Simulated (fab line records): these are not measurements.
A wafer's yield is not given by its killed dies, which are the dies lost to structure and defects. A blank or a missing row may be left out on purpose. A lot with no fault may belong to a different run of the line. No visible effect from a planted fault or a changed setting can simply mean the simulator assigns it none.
A struck lot beside a sound one :: flow sky130 :: 22 steps out of a route of 708
Sound: wafers L429.2, L429.4, L429.6. The struck wafers were L432.3, L432.6. The cause comes at the end.
Per side, at each step with rows, come the tool, then ch with its chambers, and then its first start. Under that, the readings that differ: sound wafers :: struck wafers :: difference of the means :: sigmas: that difference in standard deviations of wafers without a fault.
alike: a reading whose means differ by less than 2 such deviations, as well as words and numbers matching on both sides. not compared: withheld readings; readings where some wafer has no value; bounds like >300 that might hide an equal value; numbers whose values overlap and for which the record gives no deviation.
Wherever a step has rows on one side only, a row that says differs or no value, or a row with sigmas, the two part there. When numbers do not overlap yet have no deviation, they are printed without sigmas and do not part them. Lack of a reading on every wafer of one side parts them only where that side has two or more wafers.

first, 2 steps without rows for these wafers: SKY_RES_PROTECT_DEVELOP_06 (develop time 60 s); SKY_POLY_GATE_IMPLANT_02.
SKY_RES_PROTECT_STRIP_07: strips in O2/N2.
  sound on plasma-asher-02 ch 1, day 16 02:25; struck on plasma-asher-01 ch 0,1, day 18 01:33
reading: drypump-motor-current-A (A)
sound: 4.8 4.8 4.7
struck: 5.5 5.6
difference: +0.8
sigmas: +2
  alike: n2-flow-sccm, oes-product-au, strip-time-to-endpoint-s
  not compared: rf-hours-counter-h
SKY_RES_PROTECT_TW_MEAS_08:
  sound on film-metro-01, day 16 02:31; struck on film-metro-02, day 18 01:38
reading: POLY_GATE_TW
sound: 4062 4093 4071
struck: 3948 3959
difference: -122
sigmas: -3
then, 2 steps without rows for these wafers: SKY_RES_PROTECT_CLEAN_09 (cleans in SC1/SC2, time 150 s); SKY_POLY_GATE_CVD_03 (deposits Si3N4 from DCS/NH3, target thk 75 nm, time 1290 s).
SKY_POLY_GATE_THK_MEAS_04:
  sound on film-metro-01, day 16 03:59; struck on film-metro-03, day 18 05:28
  alike: POLY_GATE_CVD_03_THK
then, 5 steps without rows for these wafers: SKY_POLY_GATE_DEHYDRATE_05 (time 60 s); SKY_POLY_GATE_HMDS_06 (prime time 60 s); SKY_POLY_GATE_COAT_07 (resist thk 110 nm); SKY_POLY_GATE_COAT_08 (resist thk 450 nm); SKY_POLY_GATE_SOFTBAKE_09 (time 90 s).
SKY_POLY_GATE_EXPOSE_10: exposes mask P1M, target cd 150 nm.
  sound on krf-scanner-01 ch 0, day 16 18:35; struck on krf-scanner-01 ch 0, day 18 20:51
  alike: mask, exposure-dose-mJ-cm2, reticle-temp-C, stage-vel-mm-s
then, 2 steps without rows for these wafers: SKY_POLY_GATE_PEB_11; SKY_POLY_GATE_DEVELOP_12 (develop time 60 s).
SKY_POLY_GATE_CD_MEAS_13 targets a cd of 150 nm.
  sound on cd-sem-02, day 17 09:44; struck on cd-sem-01, day 19 12:01
reading: cd-nm (nm)
sound: 147.7 150.6 148.8
struck: 120.5 120.8
difference: -28.4
sigmas: -22
SKY_POLY_GATE_OVL_MEAS_14:
  sound on overlay-02, day 17 09:50; struck on overlay-01, day 19 12:06
  alike: POLY_GATE_OVL
SKY_POLY_GATE_ETCH_15: etches BARC in N2/H2, stops on SiO2, time 118.5 s, target depth 110 nm.
  sound on rie-diel-01 ch 0,3, day 17 09:52; struck on rie-diel-02 ch 0,1, day 19 12:08
reading: model.POLY_GATE.cd-nm (nm)
sound: 149.4 151.5 149.8
struck: 121.4 121
difference: -29.0
sigmas: 
  alike: drypump-motor-current-A, n2-flow-sccm, oes-product-au, throttle-valve-pct
  not compared: rf-hours-counter-h
SKY_POLY_GATE_ETCH_16: etches Si3N4 in CH3F/O2, stops on poly-Si, time 147.5 s, target depth 75 nm.
  sound on rie-diel-01 ch 0,3, day 17 09:57; struck on rie-diel-02 ch 0,1, day 19 12:13
  alike: O2_flow_sccm, drypump-motor-current-A, oes-product-au, throttle-valve-pct
  not compared: rf-hours-counter-h
SKY_POLY_GATE_ETCH_17: etches poly-Si in HBr/Cl2, stops on SiO2, target depth 180 nm, time 70.5 s.
  sound on rie-si-01 ch 0,2, day 17 10:03; struck on rie-si-01 ch 0,2, day 19 12:19
reading: model.POLY_GATE.cd-nm (nm)
sound: 149.8 152.1 149.6
struck: 120.9 120.5
difference: -29.8
sigmas: 
  alike: HBr_flow_sccm, drypump-motor-current-A, oes-product-au, throttle-valve-pct
  not compared: rf-hours-counter-h
SKY_POLY_GATE_STRIP_18: strips in O2/N2.
  sound on plasma-asher-04 ch 0,1, day 17 10:07; struck on plasma-asher-04 ch 0, day 19 12:24
  alike: drypump-motor-current-A, n2-flow-sccm, oes-product-au, strip-time-to-endpoint-s
  not compared: rf-hours-counter-h
-- the record jumps here: 29 days lie between the struck wafers' starts before and after (it left off in module POLY_GATE and takes up again in module PAD_OPEN, whose first step shown is number 708 of the route) --
SKY_PAD_OPEN_PROBE_99:
  sound on prober-01, day 46 17:29; struck on prober-01, day 48 02:11
reading: killed-at-front-end
sound: 11 6 13
struck: 320 304
difference: +302
sigmas: +63

reading: killed-dies
sound: 87 76 88
struck: 384 374
difference: +295
sigmas: +30

reading: killed-on-rim
sound: 16 20 19
struck: 92 90
difference: +73
sigmas: +18
  alike: killed_at_M0_to_M3, killed_at_M4_up, killed-at-contacts, killed-at-other, killed-open, killed-short

WHERE THEY PART
Earliest at SKY_RES_PROTECT_STRIP_07; latest, in this record, at SKY_PAD_OPEN_PROBE_99.

WHY: what the simulator had put in
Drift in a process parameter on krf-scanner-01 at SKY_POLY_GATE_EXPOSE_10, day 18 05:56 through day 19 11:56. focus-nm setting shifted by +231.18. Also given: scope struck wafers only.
